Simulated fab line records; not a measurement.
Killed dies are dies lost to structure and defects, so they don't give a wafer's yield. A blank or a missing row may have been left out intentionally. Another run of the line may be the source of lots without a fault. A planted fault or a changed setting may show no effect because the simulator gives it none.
fab line records | flow sky130
[record] lots = 6 | wafers = 18 | last_day = 49
route steps=708 shown VIA3@581
lots with no fault: from the same line, run without faults
start_h: start of the lot's first displayed wafer, in hours after the record's first day | wait_h: hours elapsed since this lot's preceding step | " unchanged from the row above | L1.1+2: a row that stands for several wafers | - either no value or no given start | * or withheld: withheld | < > ~ a bound
route shown NAME@n: names a module that has steps shown in the file, with the first one's number in the route | usual: mean/standard deviation of fault-free wafers | same: alike in all rows | chamber/n: place in a boat | sites: the reading at each site | _std_site: standard deviation across them | _edge_site: inner sites' mean taken away from outer sites' mean | radius_mm: how far each site lies from the wafer's centre | mask NAME#n: copy n | behind: the tool/chamber that last shaped the wafer | hold: what put the lot on hold/how long, in hours/how the hold closed | device: whichever transistor did not switch (one of n, p or np) | end of line: at the end of the route, the tests of the same wafers | where a step has no rows: the recipe by itself | killed: dies lost to structure and defects at the first sort, not the wafer's yield | map: shows each die of a wafer: x if killed, . if not, _ if none is there
set.NAME: the setting that was run; set.NAME@STEP: the one run at that earlier step | model.NAME: the simulator's own value behind a step, which no gauge read
lots seen at some steps along the route; tables by step, rows by wafer
services: when a tool's chamber went out of use (start_h, in hours from the record's first day, below 0 if earlier), for how many hours, and the reason
[[steps]]
[step SKY_VIA3_SOFTBAKE_08]
[recipe] temp_c = 100 | time_s = 90 | resist = KrF-thick
[step SKY_VIA3_EXPOSE_09]
[recipe] mask_id = VIM3 | na = 0.8 | source_shape = annular | sigma_inner = 0.55 | sigma_outer = 0.85 | target_cd_nm = 200 | dose_mj = 38
[step SKY_VIA3_PEB_10]
[recipe] peb_temp_c = withheld | peb_time_s = withheld | resist = KrF-thick
[step SKY_VIA3_DEVELOP_11]
[recipe] develop_time_s = 60 | resist = KrF-thick | dev_temp_c = 21
[step SKY_VIA3_CD_MEAS_12]
[recipe] target_cd_nm = 200
[usual] cd_nm = 199.8/1.6
lot.wafer | tool      | chamber | start_h | wait_h | cd_nm
L999.2    | cd_sem-01 | -       | 950.29  | -      | 200.4
L999.4    | "         | -       | "       | "      | 198.9
L999.6    | "         | -       | "       | "      | 200.9
L101.1    | cd_sem-01 | -       | 958.24  | -      | 197.6
L101.5    | "         | -       | "       | "      | 197.1
L101.6    | "         | -       | "       | "      | 199.3
L100.1    | cd_sem-01 | -       | 962.76  | -      | 201.2
L100.4    | "         | -       | "       | "      | 202.6
L100.6    | "         | -       | "       | "      | 201.0
L110.1    | cd_sem-02 | -       | 1022.32 | -      | 203.2
L110.3    | "         | -       | "       | "      | 203.0
L110.5    | "         | -       | "       | "      | 201.5
L113.1    | cd_sem-01 | -       | 1034.37 | -      | 199.7
L113.2    | "         | -       | "       | "      | 200.6
L113.6    | "         | -       | "       | "      | 199.1
L116.2    | cd_sem-01 | -       | 1059.68 | -      | 199.6
L116.5    | "         | -       | "       | "      | 200.8
L116.6    | "         | -       | "       | "      | 199.8
[step SKY_VIA3_OVL_MEAS_13]
[usual] VIA3_OVL = 2/5.8
lot.wafer | tool       | chamber | start_h | wait_h | VIA3_OVL[nm]
L999.2    | overlay-02 | -       | 950.40  | 0.1    | -10
L999.4    | "          | -       | "       | "      | -6
L999.6    | "          | -       | "       | "      | -8
L101.1    | overlay-02 | -       | 958.36  | 0.1    | 5
L101.5    | "          | -       | "       | "      | -1
L101.6    | "          | -       | "       | "      | 8
L100.1    | overlay-01 | -       | 962.88  | 0.1    | -11
L100.4    | "          | -       | "       | "      | 1
L100.6    | "          | -       | "       | "      | 4
L110.1    | overlay-01 | -       | 1022.44 | 0.1    | 0
L110.3    | "          | -       | "       | "      | 8
L110.5    | "          | -       | "       | "      | -5
L113.1    | overlay-01 | -       | 1034.49 | 0.1    | 6
L113.2    | "          | -       | "       | "      | 3
L113.6    | "          | -       | "       | "      | 10
L116.2    | overlay-02 | -       | 1059.79 | 0.1    | -5
L116.5    | "          | -       | "       | "      | -1
L116.6    | "          | -       | "       | "      | -3
[step SKY_VIA3_ETCH_14]
[recipe] chemistry = N2/H2 | target = BARC | ion_energy_ev = 200 | source_w = 500 | bias_w = 100 | pressure_mtorr = 30 | n2_flow_sccm = 100 | h2_flow_sccm = 200 | stop_on = SiO2 | time_s = 45.9 | target_depth_a = 600
[usual] drypump_motor_current_A = 5.7/0.36 | oes_product_au = 0.856/0.005 | throttle_valve_pct = 13.224/0.0096
[same] time_s = 45.9
lot.wafer | tool        | chamber | start_h | wait_h | drypump_motor_current_A | oes_product_au | rf_hours_counter_h | throttle_valve_pct
L999.2    | rie_diel-01 | 0       | 950.43  | 0.0    | 6.4                     | 0.861          | 2                  | 13.231
L999.4    | "           | 1       | "       | "      | 5.9                     | 0.858          | 15                 | 13.217
L999.6    | "           | 3       | "       | "      | 6.0                     | 0.852          | -                  | 13.214
L101.1    | rie_diel-01 | 3       | 958.39  | 0.0    | 6.0                     | 0.856          | 6                  | 13.204
L101.5    | "           | 0       | "       | "      | 6.4                     | 0.852          | -                  | 13.222
L101.6    | "           | 3       | "       | "      | 6.0                     | 0.856          | -                  | 13.209
L100.1    | rie_diel-01 | 1       | 962.92  | 0.0    | 5.9                     | 0.857          | 16                 | 13.228
L100.4    | "           | 2       | "       | "      | 5.3                     | 0.862          | 20                 | 13.228
L100.6    | "           | 3       | "       | "      | 6.0                     | 0.860          | -                  | 13.229
L110.1    | rie_diel-04 | 2       | 1022.48 | 0.0    | 5.3                     | 0.856          | 13                 | 13.216
L110.3    | "           | 1       | "       | "      | 5.5                     | 0.859          | 8                  | 13.224
L110.5    | "           | 2       | "       | "      | 5.3                     | 0.858          | -                  | 13.230
L113.1    | rie_diel-01 | 3       | 1034.53 | 0.0    | 6.0                     | 0.853          | 9                  | 13.203
L113.2    | "           | 1       | "       | "      | 5.9                     | 0.856          | 17                 | 13.237
L113.6    | "           | 1       | "       | "      | 5.9                     | 0.849          | -                  | 13.223
L116.2    | rie_diel-04 | 0       | 1059.82 | 0.0    | 5.9                     | 0.854          | 14                 | 13.216
L116.5    | "           | 3       | "       | "      | 5.5                     | 0.855          | -                  | 13.217
L116.6    | "           | 2       | "       | "      | 5.2                     | 0.856          | -                  | 13.208
[step SKY_VIA3_ETCH_15]
[recipe] target = SiO2 | chemistry = C4F8/O2/Ar | target_depth_nm = 507 | stop_on = TiN | mask_material = KrF-thick | source_w = 1500 | bias_w = 1200 | pressure_mtorr = 40 | c4f8_flow_sccm = withheld | O2_flow_sccm = 6 | Ar_flow_sccm = 300 | time_s = 78
[usual] oes_product_au = 0.947/0.0046
[same] time_s = 78
lot.wafer | tool        | chamber | start_h | wait_h | oes_product_au | rf_hours_counter_h
L999.2    | rie_diel-01 | 0       | 950.47  | 0.0    | 0.948          | 2
L999.4    | "           | 1       | "       | "      | 0.950          | 15
L999.6    | "           | 3       | "       | "      | 0.941          | -
L101.1    | rie_diel-01 | 3       | 958.43  | 0.0    | 0.947          | 6
L101.5    | "           | 0       | "       | "      | 0.955          | -
L101.6    | "           | 3       | "       | "      | 0.949          | -
L100.1    | rie_diel-01 | 1       | 962.96  | 0.0    | 0.954          | 16
L100.4    | "           | 2       | "       | "      | 0.947          | 20
L100.6    | "           | 3       | "       | "      | 0.948          | -
L110.1    | rie_diel-04 | 2       | 1022.52 | 0.0    | 0.947          | 13
L110.3    | "           | 1       | "       | "      | 0.947          | 8
L110.5    | "           | 2       | "       | "      | 0.951          | -
L113.1    | rie_diel-01 | 3       | 1034.57 | 0.0    | 0.950          | 9
L113.2    | "           | 1       | "       | "      | 0.952          | 17
L113.6    | "           | 1       | "       | "      | 0.952          | -
L116.2    | rie_diel-04 | 0       | 1059.86 | 0.0    | 0.942          | 14
L116.5    | "           | 3       | "       | "      | 0.952          | -
L116.6    | "           | 2       | "       | "      | 0.945          | -
[step SKY_VIA3_STRIP_16]
[recipe] chemistry = O2/N2 | power_w = 1400 | pressure_mtorr = 1500 | platen_temp_c = withheld | o2_flow_sccm = 3000 | n2_flow_sccm = 300 | overash_fraction = 0.5
[usual] drypump_motor_current_A = 5.5/0.57 | oes_product_au = 0.402/0.005 | strip_time_to_endpoint_s = 4.131/0.023
[same] overash_fraction = 0.5
lot.wafer | tool            | chamber | start_h | wait_h | drypump_motor_current_A | oes_product_au | rf_hours_counter_h | strip_time_to_endpoint_s
L999.2    | plasma_asher-03 | 0       | 950.53  | 0.0    | 6.2                     | 0.405          | 80                 | 4.105
L999.4    | "               | 0       | "       | "      | 6.2                     | 0.402          | -                  | 4.134
L999.6    | "               | 0       | "       | "      | 6.2                     | 0.400          | -                  | 4.129
L101.1    | plasma_asher-02 | 0       | 958.49  | 0.0    | 5.8                     | 0.406          | 112                | 4.157
L101.5    | "               | 0       | "       | "      | 5.8                     | 0.403          | -                  | 4.141
L101.6    | "               | 1       | "       | "      | 6.5                     | 0.404          | -                  | 4.144
L100.1    | plasma_asher-03 | 0       | 963.02  | 0.0    | 6.2                     | 0.406          | 82                 | 4.091
L100.4    | "               | 0       | "       | "      | 6.2                     | 0.404          | -                  | 4.096
L100.6    | "               | 0       | "       | "      | 6.2                     | 0.398          | -                  | 4.116
L110.1    | plasma_asher-01 | 1       | 1022.58 | 0.0    | 5.2                     | 0.405          | 28                 | 4.161
L110.3    | "               | 0       | "       | "      | 4.8                     | 0.405          | -                  | 4.157
L110.5    | "               | 0       | "       | "      | 4.9                     | 0.408          | -                  | 4.197
L113.1    | plasma_asher-02 | 0       | 1034.63 | 0.0    | 5.8                     | 0.399          | 120                | 4.136
L113.2    | "               | 1       | "       | "      | 6.5                     | 0.397          | 120                | 4.129
L113.6    | "               | 0       | "       | "      | 5.8                     | 0.407          | -                  | 4.133
L116.2    | plasma_asher-03 | 1       | 1059.92 | 0.0    | 5.3                     | 0.401          | 92                 | 4.101
L116.5    | "               | 1       | "       | "      | 5.3                     | 0.393          | -                  | 4.113
L116.6    | "               | 0       | "       | "      | 6.2                     | 0.407          | -                  | 4.123
[step SKY_VIA3_STRIP_17]
[recipe] chemistry = post_etch_residue_remover | time_s = 1200 | temp_c = 72.5
[step SKY_VIA3_CLEAN_18]
[recipe] chemistry = IPA | time_s = 180 | temp_c = 25
[step SKY_VIA3_CLEAN_19]
[recipe] chemistry = O3/DIW | dry = n2_spin
[step SKY_VIA3_SPUTTER_20]
[recipe] material = TiN | target_thk_nm = 20 | chamber_pressure_pa = 5 | power_w = 4000 | time_s = 80
[usual] cathode_dc_power_W = 3999.9/0.67 | chamber_pressure_pa = 5.000/0.0098 | throttle_valve_pct = 30.4/1 | time_s = 80/0
lot.wafer | tool           | chamber | start_h | wait_h | cathode_dc_power_W | chamber_pressure_pa | throttle_valve_pct | time_s
L999.2    | pvd_sputter-01 | -       | 951.12  | 0.0    | 4000.1             | 4.986               | 30.3               | 80
L999.4    | "              | -       | "       | "      | 3998.5             | 5.008               | 28.7               | 80
L999.6    | "              | -       | "       | "      | 4000.5             | 4.994               | 31.5               | 80
L101.1    | pvd_sputter-01 | -       | 959.19  | 0.0    | -                  | -                   | -                  | -
L101.5    | "              | -       | "       | "      | -                  | -                   | -                  | -
L101.6    | "              | -       | "       | "      | -                  | -                   | -                  | -
L100.1    | pvd_sputter-02 | -       | 963.72  | 0.0    | -                  | -                   | -                  | -
L100.4    | "              | -       | "       | "      | -                  | -                   | -                  | -
L100.6    | "              | -       | "       | "      | -                  | -                   | -                  | -
L110.1    | pvd_sputter-02 | -       | 1023.26 | 0.0    | 3998.6             | 4.995               | 30.5               | 80
L110.3    | "              | -       | "       | "      | 4000.4             | 4.999               | 32.2               | 80
L110.5    | "              | -       | "       | "      | 4001.0             | 4.999               | 30.8               | 80
L113.1    | pvd_sputter-01 | -       | 1035.57 | 0.0    | 3999.9             | 5.005               | 28.4               | 80
L113.2    | "              | -       | "       | "      | 3999.3             | 4.998               | 30.5               | 80
L113.6    | "              | -       | "       | "      | 3999.5             | 4.993               | 30.6               | 80
L116.2    | pvd_sputter-02 | -       | 1060.51 | 0.0    | 3999.8             | 4.989               | 29.7               | 80
L116.5    | "              | -       | "       | "      | 4000.0             | 4.993               | 29.5               | 80
L116.6    | "              | -       | "       | "      | 4000.5             | 4.988               | 29.4               | 80
[step SKY_VIA3_CVD_21]
[recipe] material = W | target_thk_nm = 390 | time_s = 117.31 | temp_c = 400 | pressure_torr = 40
[usual] heater_power_w = 816/140
[same] time_s = 117.31
lot.wafer | tool     | chamber | start_h | wait_h | heater_power_w
L999.2    | cvd_w-02 | 0       | 951.18  | 0.0    | 1000
L999.4    | "        | 1       | "       | "      | 791
L999.6    | "        | 0       | "       | "      | 1025
L101.1    | cvd_w-01 | 1       | 959.25  | 0.0    | 659
L101.5    | "        | 1       | "       | "      | 659
L101.6    | "        | 0       | "       | "      | 773
L100.1    | cvd_w-02 | 0       | 963.78  | 0.0    | 1057
L100.4    | "        | 0       | "       | "      | 1029
L100.6    | "        | 1       | "       | "      | 800
L110.1    | cvd_w-02 | 1       | 1023.32 | 0.0    | 810
L110.3    | "        | 0       | "       | "      | 1019
L110.5    | "        | 0       | "       | "      | 1053
L113.1    | cvd_w-01 | 1       | 1035.64 | 0.0    | 670
L113.2    | "        | 0       | "       | "      | 760
L113.6    | "        | 1       | "       | "      | 664
L116.2    | cvd_w-02 | 1       | 1060.57 | 0.0    | 817
L116.5    | "        | 0       | "       | "      | 1063
L116.6    | "        | 1       | "       | "      | 804
[[services]]
tool            | chamber | start_h | hours | kind
plasma_asher-03 | -       | 929.29  | 0.7   | repair
pvd_sputter-02  | -       | 939.99  | 5.9   | repair
plasma_asher-02 | -       | 951.60  | 0.8   | repair
cvd_w-02        | -       | 962.70  | 0.4   | repair
cvd_w-02        | 0       | 991.60  | -     | calibration
cvd_w-01        | 0       | 998.82  | 20.0  | repair
cvd_w-01        | 1       | 1009.64 | 11.6  | repair
plasma_asher-02 | -       | 1042.88 | 81.5  | repair
pvd_sputter-01  | -       | 1048.43 | 25.2  | repair
pvd_sputter-01  | -       | 1054.38 | 3.5   | repair
[[key]]
[first_sign] step = SKY_VIA3_SPUTTER_20 | reading = tool_record | direction = missing
effect none on later readings
met_at SKY_VIA3_SPUTTER_20
struck_wafers L100.1,L100.4,L100.6,L101.1,L101.5,L101.6
later_rows_left_out L100.1,L100.4,L100.6,L101.1,L101.5,L101.6
sort_left_out L100.1,L100.4,L100.6,L101.1,L101.5,L101.6
onset_between 951.12 959.19
[fault] kind = skipped_step_whole | tool = pvd_sputter-01,pvd_sputter-02 | chamber = - | onset_h = 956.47 | steps = SKY_VIA3_SPUTTER_20 | scope = struck_lots_only
// sort_left_out: the simulated sort isn't trusted on such a fault, so these wafers' sort isn't shown, and their yield isn't known
// later_rows_left_out: the simulator's readings of these wafers behind a module that went badly wrong aren't trusted and aren't shown, but for the sort
